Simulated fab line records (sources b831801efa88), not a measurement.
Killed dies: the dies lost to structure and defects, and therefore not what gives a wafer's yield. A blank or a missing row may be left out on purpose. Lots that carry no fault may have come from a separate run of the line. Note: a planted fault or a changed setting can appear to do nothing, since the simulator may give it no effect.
fab line records ; flow sky130
[record] lots = 11; wafers = 32; last_day = 50
route steps=708 shown VIA3@575 VIA4@645
lots untouched by any fault: they come from a run of this same line in which no faults occurred
start_h: hours from the record's first day to the start of the lot's first wafer shown ; wait_h: time in hours since the lot's previous step ; " unchanged from the row above ; L1.1+2: a row that stands for several wafers ; - value missing, or start not given ; * or withheld: withheld ; < > ~ a bound
route shown NAME@n: names a module that has steps shown in the file, with the first one's number in the route ; usual: mean/standard deviation taken from wafers without a fault ; same: alike in all rows ; chamber/n: place in a boat ; sites: readings site by site ; _std_site: the standard deviation of these ; _edge_site: outer sites' mean less inner sites' ; radius_mm: how far each site lies from the wafer's centre ; mask NAME#n: copy n ; behind: the last tool/chamber to shape the wafer ; hold: why the lot went on hold/how many hours it stayed there/how the hold came to an end ; device: whichever transistor did not switch (one of n, p or np) ; end of line: at the end of the route, the tests of the same wafers ; for a step that has no rows: nothing shown but its recipe ; killed: not the wafer's yield, but the dies lost to structure and defects at the first sort ; map: per-die view of a wafer (x killed, . not killed, _ where there is no die)
set.NAME: the setting as run; set.NAME@STEP: as run at that earlier step ; model.NAME: the simulator's own value behind a step, which no gauge read
one table for each step of the route and one row for each wafer, over a sample of lots
services: a tool's chamber out of use, with start hour (start_h, from the record's first day; less than 0 if before it), hours out, and reason
[[steps]]
[step SKY_VIA3_CMP_02]
[recipe] material = SiO2; down_force_psi = 4; platen_rpm = 60; pad_velocity_m_s = 0.94248
[usual] motor_current_A = 11.2/0.73
lot.wafer;tool;chamber;start_h;wait_h;motor_current_A
L127.1;cmp-01;1;908.83;0.1;11.6
L127.4;cmp-01;3;908.83;0.1;11.6
L127.6;cmp-01;0;908.83;0.1;10.6
L128.3;cmp-02;1;918.49;0.0;11.2
L128.1;cmp-02;2;918.49;0.0;10.9
L128.5;cmp-02;1;918.49;0.0;11.7
L129.3;cmp-01;2;922.99;0.1;11.5
L129.4;cmp-01;0;922.99;0.1;11.4
L129.6;cmp-01;1;922.99;0.1;11.6
L130.1;cmp-01;0;925.13;0.1;11.6
L130.6;cmp-01;2;925.13;0.1;11.5
L130.5;cmp-01;3;925.13;0.1;12.3
L131.3;cmp-01;3;933.08;0.1;12.0
L131.2;cmp-01;1;933.08;0.1;12.4
L131.6;cmp-01;3;933.08;0.1;11.8
L132.3;cmp-01;2;940.46;0.0;11.1
L132.4;cmp-01;0;940.46;0.0;10.8
L132.5;cmp-01;2;940.46;0.0;10.9
L134.2;cmp-02;1;959.95;0.0;11.1
L134.6;cmp-02;1;959.95;0.0;11.2
L134.5;cmp-02;2;959.95;0.0;9.8
L138.1;cmp-02;0;978.17;0.1;10.4
L138.6;cmp-02;3;978.17;0.1;9.9
L147.1;cmp-01;0;1041.97;0.1;10.8
L147.2;cmp-01;1;1041.97;0.1;12.0
L147.5;cmp-01;2;1041.97;0.1;11.1
L149.3;cmp-01;1;1051.40;0.0;12.4
L149.4;cmp-01;0;1051.40;0.0;11.2
L149.6;cmp-01;1;1051.40;0.0;12.3
L150.3;cmp-02;2;1055.99;0.0;10.7
L150.1;cmp-02;1;1055.99;0.0;11.5
L150.5;cmp-02;2;1055.99;0.0;10.7
[step SKY_VIA3_ETCH_15]
[recipe] target = SiO2; chemistry = C4F8/O2/Ar; target_depth_nm = 507; stop_on = TiN; mask_material = KrF-thick; source_w = 1500; bias_w = 1200; pressure_mtorr = 40; c4f8_flow_sccm = withheld; O2_flow_sccm = 6; Ar_flow_sccm = 300; time_s = 78
[usual] oes_product_au = 0.946/0.0041; rf_fwd_power_W = 1491/4.6
lot.wafer;tool;chamber;start_h;wait_h;oes_product_au;rf_fwd_power_W;rf_hours_counter_h
L127.1;rie_diel-02;0;934.14;0.0;0.943;1494;2
L127.4;rie_diel-02;1;934.14;0.0;0.949;1494;18
L127.6;rie_diel-02;2;934.14;0.0;0.940;1491;-
L128.1;rie_diel-01;2;943.39;0.0;0.953;1487;7
L128.3;rie_diel-01;3;943.39;0.0;0.945;1491;9
L128.5;rie_diel-01;2;943.39;0.0;0.946;1486;-
L129.3;rie_diel-02;2;947.42;0.0;0.946;1483;18
L129.4;rie_diel-02;0;947.42;0.0;0.946;1488;3
L129.6;rie_diel-02;2;947.42;0.0;0.948;1482;-
L130.1;rie_diel-01;3;949.67;0.0;0.945;1492;10
L130.5;rie_diel-01;2;949.67;0.0;0.950;1484;-
L130.6;rie_diel-01;3;949.67;0.0;0.941;1493;-
L131.2;rie_diel-04;1;957.72;0.0;0.945;1484;27
L131.3;rie_diel-04;2;957.72;0.0;0.950;1498;13
L131.6;rie_diel-04;3;957.72;0.0;0.950;1493;-
L132.3;rie_diel-02;0;965.17;0.0;0.942;1486;3
L132.4;rie_diel-02;2;965.17;0.0;0.931;1492;18
L132.5;rie_diel-02;3;965.17;0.0;0.945;1494;-
L134.2;rie_diel-01;3;984.69;0.0;0.944;1494;11
L134.5;rie_diel-01;1;984.69;0.0;0.957;1490;-
L134.6;rie_diel-01;0;984.69;0.0;0.956;1497;-
L138.1;rie_diel-02;1;1002.37;0.0;0.942;1488;20
L138.6;rie_diel-02;2;1002.37;0.0;0.948;1480;-
L147.1;rie_diel-04;3;1064.37;0.0;0.943;1497;9
L147.2;rie_diel-04;2;1064.37;0.0;0.945;1489;17
L147.5;rie_diel-04;0;1064.37;0.0;0.949;1489;-
L149.3;rie_diel-04;3;1073.04;0.0;0.952;1491;10
L149.4;rie_diel-04;1;1073.04;0.0;0.946;1493;0
L149.6;rie_diel-04;3;1073.04;0.0;0.954;1490;-
L150.1;rie_diel-02;0;1078.22;0.0;0.943;1493;7
L150.3;rie_diel-02;1;1078.22;0.0;0.945;1493;22
L150.5;rie_diel-02;0;1078.22;0.0;0.943;1499;-
[step SKY_VIA4_COAT_06]
[recipe] resist = NOVOLAK; spin_rpm = 3000; resist_thk_nm = 1140
lot.wafer;tool;chamber;start_h;wait_h
L127.1+4+6;litho_track-01;0;998.04;0.1
L128.1+3+5;litho_track-01;0;1006.44;0.1
L129.3+4+6;litho_track-04;0;1010.79;0.1
L130.1+5+6;litho_track-03;0;1013.22;0.1
L131.2+3+6;litho_track-04;0;1019.66;0.1
L132.3+4+5;litho_track-04;0;1026.64;0.1
L134.2+5+6;litho_track-03;0;1046.15;0.1
L138.1+6;litho_track-01;0;1062.04;0.1
L147.1+2+5;litho_track-04;0;1119.44;0.1
L149.3+4+6;litho_track-04;0;1128.64;0.1
L150.1+3+5;litho_track-04;0;1131.04;0.1
[step SKY_VIA4_STRIP_13]
[recipe] chemistry = O2/N2; power_w = 1400; pressure_mtorr = 1500; platen_temp_c = withheld; o2_flow_sccm = 3000; n2_flow_sccm = 300; overash_fraction = 0.5
[usual] drypump_motor_current_A = 5.82/0.27; oes_product_au = 0.710/0.0051; strip_time_to_endpoint_s = 12.805/0.029
lot.wafer;tool;chamber;start_h;wait_h;drypump_motor_current_A;oes_product_au;rf_hours_counter_h;strip_time_to_endpoint_s
L127.1;plasma_asher-04;0;1009.83;-;5.70;0.706;87;12.798
L127.4;plasma_asher-04;1;1009.83;-;5.85;0.703;-;12.800
L127.6;plasma_asher-04;0;1009.83;-;5.68;0.709;-;12.844
L128.1;plasma_asher-01;0;1018.58;-;5.44;0.720;59;12.782
L128.3;plasma_asher-01;0;1018.58;-;5.46;0.711;-;12.781
L128.5;plasma_asher-01;0;1018.58;-;5.45;0.717;-;12.765
L129.3;plasma_asher-01;0;1022.12;-;5.42;0.707;-;12.787
L129.4;plasma_asher-01;1;1022.12;-;6.00;0.704;-;12.821
L129.6;plasma_asher-01;1;1022.12;-;6.01;0.706;-;12.830
L130.1;plasma_asher-01;0;1024.13;-;5.39;0.704;60;12.799
L130.5;plasma_asher-01;0;1024.13;-;5.42;0.715;-;12.789
L130.6;plasma_asher-01;1;1024.13;-;6.03;0.707;-;12.810
L131.2;plasma_asher-01;0;1030.55;-;5.44;0.712;61;12.847
L131.3;plasma_asher-01;1;1030.55;-;6.00;0.712;-;12.833
L131.6;plasma_asher-01;0;1030.55;-;5.43;0.705;-;12.794
L132.3;plasma_asher-01;1;1038.57;-;6.01;0.708;-;12.803
L132.4;plasma_asher-01;0;1038.57;-;5.44;0.706;-;12.832
L132.5;plasma_asher-01;0;1038.57;-;5.40;0.713;-;12.840
L134.2;plasma_asher-04;1;1056.87;-;5.84;0.717;91;12.787
L134.5;plasma_asher-04;1;1056.87;-;5.86;0.707;-;12.823
L134.6;plasma_asher-04;0;1056.87;-;5.69;0.702;-;12.769
L138.1;plasma_asher-01;0;1072.63;-;5.43;0.712;65;12.837
L138.6;plasma_asher-01;1;1072.63;-;6.02;0.705;-;12.167
L147.1;plasma_asher-03;0;1130.08;-;5.99;0.716;6;12.824
L147.2;plasma_asher-03;1;1130.08;-;6.22;0.710;6;12.834
L147.5;plasma_asher-03;1;1130.08;-;6.22;0.702;-;12.758
L149.3;plasma_asher-03;0;1138.08;-;6.01;0.714;-;12.830
L149.4;plasma_asher-03;1;1138.08;-;6.21;0.719;-;12.773
L149.6;plasma_asher-03;1;1138.08;-;6.20;0.706;-;12.769
L150.1;plasma_asher-04;1;1140.38;-;5.85;0.712;99;12.758
L150.3;plasma_asher-04;0;1140.38;-;5.70;0.713;-;12.744
L150.5;plasma_asher-04;1;1140.38;-;5.83;0.716;-;12.780
[step SKY_VIA4_CMP_21]
[recipe] stop_on = SiO2; t_overpolish_s = 25; down_force_psi = 3.5; platen_rpm = 60; target_thk_nm = 0; pad_velocity_m_s = 0.94248
[usual] motor_current_A = 10.4/0.68; overpolish_run_s = 24.999/0.0083; time_to_endpoint_s = 122/4.9
lot.wafer;tool;chamber;start_h;wait_h;motor_current_A;overpolish_run_s;time_to_endpoint_s
L127.1;cmp-01;2;1010.82;0.1;10.1;25.009;118
L127.4;cmp-01;1;1010.82;0.1;11.1;24.997;118
L127.6;cmp-01;3;1010.82;0.1;11.2;24.987;122
L128.3;cmp-01;1;1019.88;0.3;11.3;24.993;122
L128.1;cmp-01;2;1019.88;0.3;10.4;24.994;122
L128.5;cmp-01;3;1019.88;0.3;11.2;25.007;126
L129.3;cmp-01;3;1023.13;0.1;11.4;25.010;124
L129.4;cmp-01;0;1023.13;0.1;9.7;24.995;120
L129.6;cmp-01;2;1023.13;0.1;10.3;25.001;125
L130.1;cmp-01;2;1025.12;0.1;10.1;24.995;121
L130.6;cmp-01;2;1025.12;0.1;10.1;25.012;123
L130.5;cmp-01;3;1025.12;0.1;11.2;25.004;120
L131.3;cmp-02;2;1031.59;0.1;9.8;25.004;122
L131.2;cmp-02;0;1031.59;0.1;10.4;24.992;122
L131.6;cmp-02;1;1031.59;0.1;10.3;24.989;118
L132.4;cmp-01;2;1039.86;0.4;10.3;25.007;124
L132.3;cmp-01;3;1039.86;0.4;11.2;25.014;124
L132.5;cmp-01;2;1039.86;0.4;9.8;24.990;122
L134.2;cmp-02;0;1058.01;0.2;10.1;24.985;128
L134.5;cmp-02;1;1058.01;0.2;9.8;25.000;116
L134.6;cmp-02;2;1058.01;0.2;9.8;24.982;123
L138.1;cmp-02;0;1073.66;0.1;10.3;25.009;123
L138.6;cmp-02;1;1073.66;0.1;10.8;24.999;123
L147.1;cmp-02;3;1131.12;0.1;9.5;24.996;114
L147.2;cmp-02;1;1131.12;0.1;10.3;25.007;114
L147.5;cmp-02;3;1131.12;0.1;9.3;24.990;116
L149.4;cmp-02;1;1139.03;0.0;10.7;25.003;113
L149.3;cmp-02;3;1139.03;0.0;9.5;24.999;118
L149.6;cmp-02;1;1139.03;0.0;10.2;24.999;114
L150.3;cmp-01;1;1141.37;0.0;10.8;24.997;128
L150.1;cmp-01;0;1141.37;0.0;10.6;24.993;124
L150.5;cmp-01;1;1141.37;0.0;11.1;25.001;123
[[services]]
tool;chamber;start_h;hours;kind
rie_diel-01;-;886.64;1.4;repair
cmp-02;-;891.51;14.8;pm
rie_diel-02;2;896.12;3.5;repair
cmp-01;-;912.00;4.0;pm
rie_diel-04;-;916.41;2.0;repair
rie_diel-01;3;918.59;4.7;repair
rie_diel-01;1;971.73;6.4;repair
rie_diel-01;0;999.77;8.9;repair
cmp-02;-;1004.17;2.8;repair
plasma_asher-01;-;1006.28;4.5;repair
plasma_asher-04;-;1010.13;7.4;repair
cmp-01;-;1033.35;2.7;repair
cmp-01;-;1035.60;2.1;repair
cmp-02;-;1038.21;4.4;pm
plasma_asher-04;-;1047.07;5.6;repair
rie_diel-04;2;1052.98;7.2;repair
plasma_asher-03;-;1055.27;9.0;pm
cmp-02;-;1062.61;0.8;repair
plasma_asher-03;-;1071.02;1.8;repair
cmp-02;-;1080.33;3.2;repair
cmp-02;-;1084.00;4.0;pm
rie_diel-02;1;1087.98;21.8;repair
cmp-02;-;1119.58;6.2;pm
rie_diel-02;1;1121.28;8.5;repair
[[key]]
[first_sign] step = SKY_VIA4_STRIP_13; reading = strip_time_to_endpoint_s; direction = down; sigmas = 22; usual = *; struck = *
effect none on later readings
met_at SKY_VIA4_COAT_06
struck_lots L138
struck_wafers L138.6
sort_left_out L138.6
not_acting_at SKY_VIA3_CMP_02,SKY_VIA3_ETCH_15,SKY_VIA4_CMP_21
onset_between 1006.44 1062.04
[fault] kind = process_parameter_drift; tool = litho_track-01; chamber = -; onset_h = 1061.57; steps = SKY_VIA4_COAT_06; channel = resist_thk_nm; offset = -55.853; shape = step; end_h = 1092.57; scope = struck_wafers_only; acts_in = these_recipes_only; stated = 1140
// sort_left_out: the simulated sort isn't trusted on such a fault, so these wafers' sort isn't shown, and their yield isn't known
